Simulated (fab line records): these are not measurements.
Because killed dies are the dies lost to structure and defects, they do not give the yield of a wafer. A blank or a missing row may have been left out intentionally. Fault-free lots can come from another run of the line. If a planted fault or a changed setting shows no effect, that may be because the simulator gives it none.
fab line records	flow gf180mcu
record: lots: 14	wafers: 42	last-day: 34
route steps=602 shown VT_IMPLANT@108 DUAL_GATE@144 POLY_GATE@158 HV_LDD@197
lots that met no fault: taken from a fault-free run of the same line
start-h: hours from the record's opening day to when the first of the lot's shown wafers began	wait-h: time in hours since the lot's previous step	" unchanged from the row above	L1.1+2: a row that stands for several wafers	- no value, or no start was given	* or withheld: withheld	< > ~ a bound
route shown NAME@n: names a module that has steps shown in the file, with the first one's number in the route	usual: mean and standard deviation over wafers with no fault	same: alike in all rows	chamber/n: place in a boat	sites: per-site readings	_std_site: standard deviation across them	_edge_site: mean of outer sites minus mean of inner sites	radius-mm: how far each site lies from the wafer's centre	mask NAME#n: copy n	behind: tool/chamber where the wafer was last shaped	hold: cause of the lot's hold/its duration in hours/its outcome	device: which transistor (n, p or np) failed to switch	end of line: the tests these same wafers got at the end of their route	a step without rows: its recipe alone	killed: dies lost to structure and defects at the first sort, not the wafer's yield	map: per-die view of a wafer (x killed, . not killed, _ where there is no die)
set.NAME: the run value of the setting; set.NAME@STEP: its run value at that earlier step	model.NAME: the simulator's own value behind a step, which no gauge read
one table for each step of the route and one row for each wafer, over a sample of lots
services: the hour from which a tool's chamber was out of use, counted from the record's first day as start-h (under 0 if before that day), plus the number of hours and why
== steps ==
step: GF_VT_IMPLANT_OVL_MEAS_18
usual: VT_IMPLANT_01_OVL: -0.3/1.2
lot.wafer	tool	chamber	start-h	wait-h	VT_IMPLANT_01_OVL[nm]
L462.1	overlay-02	-	123.41	0.1	-2.4
L462.2	"	-	"	"	1.7
L462.3	"	-	"	"	-0.2
L463.3	overlay-02	-	131.60	0.1	0.1
L463.4	"	-	"	"	1.2
L463.6	"	-	"	"	0.1
L464.2	overlay-02	-	137.62	0.1	-1.1
L464.3	"	-	"	"	0.8
L464.6	"	-	"	"	-2.5
L465.1	overlay-02	-	149.13	0.1	-1.9
L465.2	"	-	"	"	-1.5
L465.5	"	-	"	"	-0.7
L466.2	overlay-01	-	159.27	0.1	0.4
L466.3	"	-	"	"	1.0
L466.6	"	-	"	"	0.4
L467.1	overlay-01	-	160.00	0.1	-0.6
L467.4	"	-	"	"	1.2
L467.6	"	-	"	"	-0.7
L470.1	overlay-01	-	180.41	0.1	-0.1
L470.4	"	-	"	"	0.7
L470.6	"	-	"	"	1.3
L471.4	overlay-01	-	187.80	0.1	-1.5
L471.5	"	-	"	"	-1.0
L471.6	"	-	"	"	-1.6
L474.2	overlay-02	-	204.02	0.1	-2.9
L474.3	"	-	"	"	-1.2
L474.5	"	-	"	"	-2.3
L476.3	overlay-01	-	216.29	0.1	1.5
L476.4	"	-	"	"	2.6
L476.5	"	-	"	"	1.5
L478.1	overlay-02	-	228.95	0.1	1.1
L478.2	"	-	"	"	-0.3
L478.4	"	-	"	"	-0.1
L483.2	overlay-02	-	260.87	0.1	-0.5
L483.5	"	-	"	"	-0.5
L483.6	"	-	"	"	0.4
L484.1	overlay-02	-	264.43	0.1	-2.3
L484.3	"	-	"	"	-1.7
L484.5	"	-	"	"	-1.4
L485.1	overlay-01	-	277.31	0.1	0.2
L485.2	"	-	"	"	-1.6
L485.5	"	-	"	"	-0.3
step: GF_DUAL_GATE_THK_MEAS_03
recipe: reads: SiO2_of_DUAL_GATE_OXIDATION_02
usual: DUAL_GATE_OXIDATION_00_THK: 10.80/0.22
lot.wafer	tool	chamber	start-h	wait-h	DUAL_GATE_OXIDATION_00_THK[nm]
L462.1	film-metro-04	-	159.20	0.0	10.98
L462.2	"	-	"	"	10.86
L462.3	"	-	"	"	10.78
L463.3	film-metro-02	-	165.34	0.0	10.46
L463.4	"	-	"	"	10.48
L463.6	"	-	"	"	10.66
L464.2	film-metro-01	-	172.97	0.0	10.97
L464.3	"	-	"	"	10.75
L464.6	"	-	"	"	10.79
L465.1	film-metro-04	-	184.66	0.0	10.97
L465.2	"	-	"	"	10.98
L465.5	"	-	"	"	10.88
L466.2	film-metro-04	-	194.69	0.0	10.72
L466.3	"	-	"	"	10.51
L466.6	"	-	"	"	10.64
L467.1	film-metro-01	-	197.11	0.0	10.67
L467.4	"	-	"	"	10.88
L467.6	"	-	"	"	10.89
L470.1	film-metro-01	-	218.44	0.0	10.59
L470.4	"	-	"	"	10.55
L470.6	"	-	"	"	10.61
L471.4	film-metro-02	-	224.46	0.0	11.00
L471.5	"	-	"	"	11.02
L471.6	"	-	"	"	11.16
L474.2	film-metro-04	-	242.97	0.0	10.93
L474.3	"	-	"	"	11.12
L474.5	"	-	"	"	10.90
L476.3	film-metro-02	-	255.18	0.0	10.83
L476.4	"	-	"	"	10.77
L476.5	"	-	"	"	10.88
L478.1	film-metro-04	-	270.10	0.0	11.13
L478.2	"	-	"	"	10.97
L478.4	"	-	"	"	11.04
L483.2	film-metro-01	-	304.40	0.0	11.00
L483.5	"	-	"	"	10.99
L483.6	"	-	"	"	11.02
L484.1	film-metro-04	-	307.96	0.0	10.20
L484.3	"	-	"	"	10.17
L484.5	"	-	"	"	10.10
L485.1	film-metro-02	-	320.13	0.0	10.77
L485.2	"	-	"	"	10.59
L485.5	"	-	"	"	10.83
step: GF_POLY_GATE_THK_MEAS_01
recipe: reads: poly-Si_of_POLY_GATE_CVD_00
usual: POLY_GATE_CVD_00_THK: 199.0/1.8
lot.wafer	tool	chamber	start-h	wait-h	POLY_GATE_CVD_00_THK[nm]
L462.1	film-metro-03	-	178.51	0.0	200.4
L462.2	"	-	"	"	199.6
L462.3	"	-	"	"	200.3
L463.3	film-metro-04	-	185.24	0.0	197.4
L463.4	"	-	"	"	199.2
L463.6	"	-	"	"	197.8
L464.2	film-metro-04	-	192.62	0.0	202.3
L464.3	"	-	"	"	200.9
L464.6	"	-	"	"	202.8
L465.1	film-metro-03	-	205.49	0.0	196.6
L465.2	"	-	"	"	197.3
L465.5	"	-	"	"	197.8
L466.2	film-metro-02	-	215.84	0.0	201.6
L466.3	"	-	"	"	200.9
L466.6	"	-	"	"	200.8
L467.1	film-metro-02	-	216.89	0.0	197.1
L467.4	"	-	"	"	197.7
L467.6	"	-	"	"	196.5
L470.1	film-metro-02	-	239.72	0.0	197.2
L470.4	"	-	"	"	195.1
L470.6	"	-	"	"	197.5
L471.4	film-metro-02	-	247.40	0.0	200.6
L471.5	"	-	"	"	201.7
L471.6	"	-	"	"	199.6
L474.2	film-metro-02	-	265.68	0.0	198.1
L474.3	"	-	"	"	198.5
L474.5	"	-	"	"	198.4
L476.3	film-metro-03	-	278.02	0.0	199.0
L476.4	"	-	"	"	199.3
L476.5	"	-	"	"	198.9
L478.1	film-metro-04	-	292.61	0.0	202.3
L478.2	"	-	"	"	203.1
L478.4	"	-	"	"	201.5
L483.2	film-metro-04	-	329.06	0.0	198.0
L483.5	"	-	"	"	198.7
L483.6	"	-	"	"	198.7
L484.1	film-metro-02	-	332.05	0.0	195.5
L484.3	"	-	"	"	198.0
L484.5	"	-	"	"	197.2
L485.1	film-metro-04	-	344.26	0.0	195.6
L485.2	"	-	"	"	198.0
L485.5	"	-	"	"	197.6
step: GF_HV_LDD_IMPLANT_21
recipe: species: BF2	energy-kev: 25	dose-cm2: 5e+13	tilt-deg: 7
usual: beam-on-s: 10.02/0.2	dose-ions-cm2: 5e+13/5.8e+10	faraday-current-uA: 281/5.7
lot.wafer	tool	chamber	start-h	wait-h	beam-on-s	dose-ions-cm2	faraday-current-uA
L462.1	implanter-04	0	235.17	0.0	9.81	4.995e+13	287
L462.2	"	0	"	"	10.36	5.004e+13	271
L462.3	"	0	"	"	9.91	5.004e+13	284
L463.3	implanter-03	0	240.89	0.1	9.81	5e+13	287
L463.4	"	0	"	"	9.91	5.001e+13	285
L463.6	"	0	"	"	10.22	4.994e+13	277
L464.2	implanter-01	0	248.23	0.0	10.12	5.006e+13	278
L464.3	"	0	"	"	9.80	4.998e+13	286
L464.6	"	0	"	"	10.11	5.008e+13	278
L465.1	implanter-04	0	263.64	0.0	10.09	4.993e+13	278
L465.2	"	0	"	"	9.97	5.003e+13	282
L465.5	"	0	"	"	9.98	4.989e+13	282
L466.2	implanter-03	0	273.05	0.0	10.10	5.009e+13	279
L466.3	"	0	"	"	9.99	5.006e+13	282
L466.6	"	0	"	"	10.08	5.006e+13	278
L467.1	implanter-04	0	275.27	0.0	9.85	4.993e+13	287
L467.4	"	0	"	"	9.83	4.994e+13	287
L467.6	"	0	"	"	9.89	4.991e+13	285
L470.1	implanter-04	0	299.80	0.0	10.20	5.004e+13	277
L470.4	"	0	"	"	9.55	5e+13	294
L470.6	"	0	"	"	10.21	4.994e+13	275
L471.4	implanter-03	0	308.36	0.1	10.14	4.996e+13	278
L471.5	"	0	"	"	10.13	4.992e+13	280
L471.6	"	0	"	"	10.00	4.995e+13	283
L474.2	implanter-03	0	328.15	0.0	12.64	1.7398e+14	777
L474.3	"	0	"	"	12.67	1.7391e+14	773
L474.5	"	0	"	"	12.94	1.7401e+14	756
L476.3	implanter-03	0	342.75	0.1	12.28	1.74e+14	799
L476.4	"	0	"	"	12.94	1.7404e+14	762
L476.5	"	0	"	"	13.42	1.7406e+14	723
L478.1	implanter-01	0	357.75	0.0	10.01	5.002e+13	282
L478.2	"	0	"	"	9.93	4.999e+13	285
L478.4	"	0	"	"	10.30	5.006e+13	274
L483.2	implanter-01	0	398.62	0.0	9.89	5.011e+13	285
L483.5	"	0	"	"	10.04	5.004e+13	279
L483.6	"	0	"	"	9.96	4.999e+13	283
L484.1	implanter-03	0	400.99	0.0	10.00	5e+13	282
L484.3	"	0	"	"	10.19	4.995e+13	278
L484.5	"	0	"	"	10.23	4.998e+13	276
L485.1	implanter-04	0	414.69	0.0	10.13	5.002e+13	279
L485.2	"	0	"	"	10.16	5.005e+13	278
L485.5	"	0	"	"	9.71	4.999e+13	289
step: GF_HV_LDD_TW_MEAS_23
usual: HV_LDD_2_TW: 1064/8.3
lot.wafer	tool	chamber	start-h	wait-h	HV_LDD_2_TW
L462.1	film-metro-02	-	235.42	0.1	1052
L462.2	"	-	"	"	1058
L462.3	"	-	"	"	1061
L463.3	film-metro-03	-	241.11	0.1	1069
L463.4	"	-	"	"	1066
L463.6	"	-	"	"	1063
L464.2	film-metro-03	-	248.46	0.1	1069
L464.3	"	-	"	"	1072
L464.6	"	-	"	"	1067
L465.1	film-metro-01	-	263.89	0.1	1070
L465.2	"	-	"	"	1071
L465.5	"	-	"	"	1076
L466.2	film-metro-01	-	273.28	0.1	1074
L466.3	"	-	"	"	1074
L466.6	"	-	"	"	1075
L467.1	film-metro-02	-	275.52	0.1	1059
L467.4	"	-	"	"	1055
L467.6	"	-	"	"	1059
L470.1	film-metro-01	-	300.05	0.1	1067
L470.4	"	-	"	"	1070
L470.6	"	-	"	"	1066
L471.4	film-metro-03	-	308.57	0.1	1074
L471.5	"	-	"	"	1073
L471.6	"	-	"	"	1074
L474.2	film-metro-02	-	328.38	0.1	1564
L474.3	"	-	"	"	1554
L474.5	"	-	"	"	1550
L476.3	film-metro-02	-	342.97	0.1	1554
L476.4	"	-	"	"	1550
L476.5	"	-	"	"	1553
L478.1	film-metro-02	-	358.00	0.1	1052
L478.2	"	-	"	"	1050
L478.4	"	-	"	"	1050
L483.2	film-metro-03	-	398.86	0.1	1072
L483.5	"	-	"	"	1066
L483.6	"	-	"	"	1068
L484.1	film-metro-03	-	401.24	0.1	1073
L484.3	"	-	"	"	1074
L484.5	"	-	"	"	1068
L485.1	film-metro-02	-	414.94	0.1	1052
L485.2	"	-	"	"	1054
L485.5	"	-	"	"	1058
== services ==
tool	chamber	start-h	hours	kind
implanter-01	-	211.41	16.2	pm
implanter-01	-	232.48	5.4	pm
implanter-04	-	235.46	14.4	repair
implanter-01	-	238.22	2.8	repair
implanter-03	-	243.81	2.1	repair
implanter-03	-	273.87	2.6	repair
implanter-04	-	329.34	3.7	repair
implanter-01	-	379.33	3.3	repair
implanter-04	-	401.83	5.5	repair
== key ==
first-sign: step: GF_HV_LDD_IMPLANT_21	reading: dose-ions-cm2	direction: up	sigmas: 99+	usual: 5e+13	struck: 1.74e+14
effect: step: GF_HV_LDD_IMPLANT_21	reading: faraday-current-uA	direction: up	sigmas: 84	usual: 281	struck: 765
effect: step: GF_HV_LDD_TW_MEAS_23	reading: HV_LDD_2_TW	direction: up	sigmas: 59	usual: 1064	struck: 1554
met-at GF_HV_LDD_IMPLANT_21
struck-lots L474,L476
tester-left-out L474,L476
not-acting-at GF_VT_IMPLANT_OVL_MEAS_18,GF_DUAL_GATE_THK_MEAS_03,GF_POLY_GATE_THK_MEAS_01
onset-between 308.36 328.15
fault: kind: process-parameter-drift	tool: implanter-03	chamber: -	onset-h: 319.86	steps: GF_HV_LDD_IMPLANT_21	channel: dose-cm2	offset: 1.2399e+14	shape: step	end-h: 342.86	acts-in: these-recipes-only	stated: 5e+13
tester-left-out: of these lots the tester's yield and bins aren't shown, on N5 and GAA mostly nor the transistor test; their killed dies are dies lost to structure and defects alone, not to doping, threshold or leakage, so they don't give the yield
